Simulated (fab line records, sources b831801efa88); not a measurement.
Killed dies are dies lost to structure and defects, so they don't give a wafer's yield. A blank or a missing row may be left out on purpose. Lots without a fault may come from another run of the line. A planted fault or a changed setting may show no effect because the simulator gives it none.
Which tool did it? | flow gf180mcu | 14 lots, 42 wafers sampled, at 5 steps of a route of 602

WHAT THE GAUGES READ, wafer by wafer
GF_POLY_GATE_CD_MEAS_18. Usual: cd_nm 280.1 nm, standard deviation 2.5.
lot  | measured     | on        | cd_nm (nm)        | flag
L772 | day 9 08:46  | cd_sem-01 | 283.6 281.3 284.7 |
L773 | day 9 12:04  | cd_sem-01 | 283.7 280.7 281.7 |
L776 | day 10 16:08 | cd_sem-01 | 281.0 277.8 278.5 |
L777 | day 10 22:23 | cd_sem-01 | 280.6 283.4 282.1 |
L778 | day 11 05:25 | cd_sem-02 | 282.3 276.9 281.7 |
L784 | day 12 20:41 | cd_sem-01 | 281.0 280.4 278.9 |
L785 | day 13 03:11 | cd_sem-02 | 276.1 277.1 279.1 |
L786 | day 13 09:31 | cd_sem-01 | 277.2 282.8 278.3 |
L787 | day 13 16:42 | cd_sem-01 | 277.1 277.4 282.5 |
L789 | day 14 07:09 | cd_sem-01 | 275.8 279.5 277.5 |
L791 | day 14 20:04 | cd_sem-02 | 279.7 281.0 281.2 |
L792 | day 15 02:47 | cd_sem-01 | 280.1 282.7 284.2 |
L793 | day 15 13:49 | cd_sem-02 | 277.0 282.4 277.6 |
L794 | day 15 17:06 | cd_sem-02 | 276.6 278.6 281.0 |

GF_SALICIDE_RS_MEAS_04: measures by four-point-probe. Usual: SALICIDE_TIN_RS 16.62 ohm/sq, standard deviation 0.3.
lot  | measured     | on            | SALICIDE_TIN_RS (ohm/sq) | flag
L772 | day 15 05:27 | film_metro-03 | 16.75 16.82 16.88        |
L773 | day 15 07:46 | film_metro-01 | 16.32 16.68 16.24        |
L776 | day 16 19:17 | film_metro-03 | 16.74 16.63 16.53        |
L777 | day 17 02:28 | film_metro-01 | 16.35 16.52 16.34        |
L778 | day 17 10:17 | film_metro-03 | 16.43 16.60 16.26        |
L784 | day 19 14:11 | film_metro-01 | 61.23 60.08 60.03        | OFF
L785 | day 19 22:09 | film_metro-03 | 60.61 59.72 60.75        | OFF
L786 | day 20 02:56 | film_metro-03 | 62.24 63.30 61.37        | OFF
L787 | day 20 15:43 | film_metro-01 | 16.66 16.85 16.50        |
L789 | day 21 06:17 | film_metro-02 | 16.48 16.15 16.71        |
L791 | day 21 21:04 | film_metro-02 | 16.40 16.51 16.45        |
L792 | day 22 04:58 | film_metro-01 | 16.32 16.92 16.49        |
L793 | day 22 17:08 | film_metro-02 | 16.78 16.93 16.92        |
L794 | day 22 18:58 | film_metro-02 | 16.86 16.88 16.97        |

GF_M1_THK_MEAS_06: measures by xrf. Usual: M1_ALCU_THK 447 nm, standard deviation 6.
lot  | measured     | on            | M1_ALCU_THK (nm) | flag
L772 | day 16 05:51 | film_metro-02 | 453 442 452      |
L773 | day 16 08:23 | film_metro-04 | 451 450 456      |
L776 | day 17 21:18 | film_metro-04 | 450 446 452      |
L777 | day 18 05:18 | film_metro-04 | 445 446 444      |
L778 | day 18 12:49 | film_metro-03 | 452 446 456      |
L787 | day 21 18:27 | film_metro-03 | 442 432 443      |
L789 | day 22 08:16 | film_metro-03 | 440 441 439      |
L791 | day 22 23:16 | film_metro-02 | 445 441 444      |
L792 | day 23 06:15 | film_metro-02 | 439 441 442      |
L793 | day 23 18:48 | film_metro-04 | 448 448 438      |
L794 | day 23 19:13 | film_metro-02 | 437 439 437      |

WHICH TOOL RAN EACH LOT (tool, then ch and the chambers of the sampled wafers, then the start)
lot  | GF_SALICIDE_SPUTTER_02       | GF_CONTACT_CVD_02
L772 | pvd_sputter-03, day 15 05:22 | pecvd-03 ch 0,1,2, day 15 06:01
L773 | pvd_sputter-01, day 15 07:39 | pecvd-02 ch 0,1,2, day 15 08:20
L776 | pvd_sputter-03, day 16 19:14 | pecvd-03 ch 0,1, day 16 19:53
L777 | pvd_sputter-01, day 17 02:24 | pecvd-04 ch 0,2, day 17 03:03
L778 | pvd_sputter-01, day 17 10:13 | pecvd-02 ch 0,2, day 17 10:52
L784 | pvd_sputter-01, day 19 14:08 | -
L785 | pvd_sputter-01, day 19 22:04 | -
L786 | pvd_sputter-03, day 20 02:51 | -
L787 | pvd_sputter-03, day 20 15:39 | pecvd-03 ch 0,1,2, day 20 16:17
L789 | pvd_sputter-01, day 21 06:13 | pecvd-04 ch 0,1,2, day 21 06:50
L791 | pvd_sputter-02, day 21 21:01 | pecvd-04 ch 0,1,2, day 21 21:39
L792 | pvd_sputter-01, day 22 04:54 | pecvd-04 ch 0,1, day 22 05:32
L793 | pvd_sputter-01, day 22 17:05 | pecvd-04 ch 0,2, day 22 17:43
L794 | pvd_sputter-01, day 22 18:54 | pecvd-04 ch 0,1,2, day 22 19:32
- GF_SALICIDE_SPUTTER_02: material Co, target thk 10 nm, time 20 s.
- GF_CONTACT_CVD_02: deposits SiO2 from TEOS, target thk 860 nm, time 95.992 s.

WHAT THE TOOLS THEMSELVES READ (means of the sampled wafers that have a number; where no wafer has one, the mark that the record gives instead)
GF_SALICIDE_SPUTTER_02. Usual: cathode_dc_power_W 999.98 W, standard deviation 0.17; chamber_pressure_pa 0.4000 Pa, standard deviation 0.00071; throttle_valve_pct 30.1 %, standard deviation 1.3.
lot  | tool           | cathode_dc_power_W (W) | chamber_pressure_pa (Pa) | throttle_valve_pct (%) | flag
L772 | pvd_sputter-03 | 999.97                 | 0.4004                   | 29.1                   |
L773 | pvd_sputter-01 | 1000.17                | 0.3994                   | 31.6                   |
L776 | pvd_sputter-03 | 999.94                 | 0.4000                   | 29.0                   |
L777 | pvd_sputter-01 | 999.86                 | 0.4002                   | 31.0                   |
L778 | pvd_sputter-01 | 1000.04                | 0.4001                   | 30.1                   |
L784 | pvd_sputter-01 | -                      | -                        | -                      | OFF
L785 | pvd_sputter-01 | -                      | -                        | -                      | OFF
L786 | pvd_sputter-03 | -                      | -                        | -                      | OFF
L787 | pvd_sputter-03 | 1000.04                | 0.3998                   | 28.9                   |
L789 | pvd_sputter-01 | 1000.17                | 0.3996                   | 30.1                   |
L791 | pvd_sputter-02 | 999.88                 | 0.4003                   | 29.7                   |
L792 | pvd_sputter-01 | 1000.13                | 0.3995                   | 30.4                   |
L793 | pvd_sputter-01 | 999.82                 | 0.4000                   | 31.3                   |
L794 | pvd_sputter-01 | 999.98                 | 0.4004                   | 32.2                   |

GF_CONTACT_CVD_02. Usual: heater_power_w 691 W, standard deviation 110.
lot  | tool     | heater_power_w (W) | flag
L772 | pecvd-03 | 700                |
L773 | pecvd-02 | 781                |
L776 | pecvd-03 | 687                |
L777 | pecvd-04 | 717                |
L778 | pecvd-02 | 675                |
L787 | pecvd-03 | 695                |
L789 | pecvd-04 | 679                |
L791 | pecvd-04 | 626                |
L792 | pecvd-04 | 605                |
L793 | pecvd-04 | 658                |
L794 | pecvd-04 | 642                |

THE ANSWER, worked out from the rows above alone
Rule: a lot is off if the mean of its wafers that have a number lies more than 3 standard deviations from the usual mean. A lot without any number at a reading at which 4 lots or more have one is off too. The other lots that the step has rows for count as sound. The gauges are gone through in route order, then the tools' own readings, and for those a lot's mean is taken as printed above. The first step at which some lot is off is used, and at that step the reading that is off furthest; a lot without a number counts as furthest.
Off: L784, L785, L786, at GF_SALICIDE_RS_MEAS_04 (SALICIDE_TIN_RS).
A tool fits if, at a process step before that reading, it ran every lot that is off, and no sound lot after the first of them. The gauges at GF_SALICIDE_RS_MEAS_04 aren't tried: what is off there is off at GF_SALICIDE_SPUTTER_02 too, on other tools, and a gauge's error can't cause that. None of those tried fits.

WHAT THE SIMULATOR HAD PUT IN
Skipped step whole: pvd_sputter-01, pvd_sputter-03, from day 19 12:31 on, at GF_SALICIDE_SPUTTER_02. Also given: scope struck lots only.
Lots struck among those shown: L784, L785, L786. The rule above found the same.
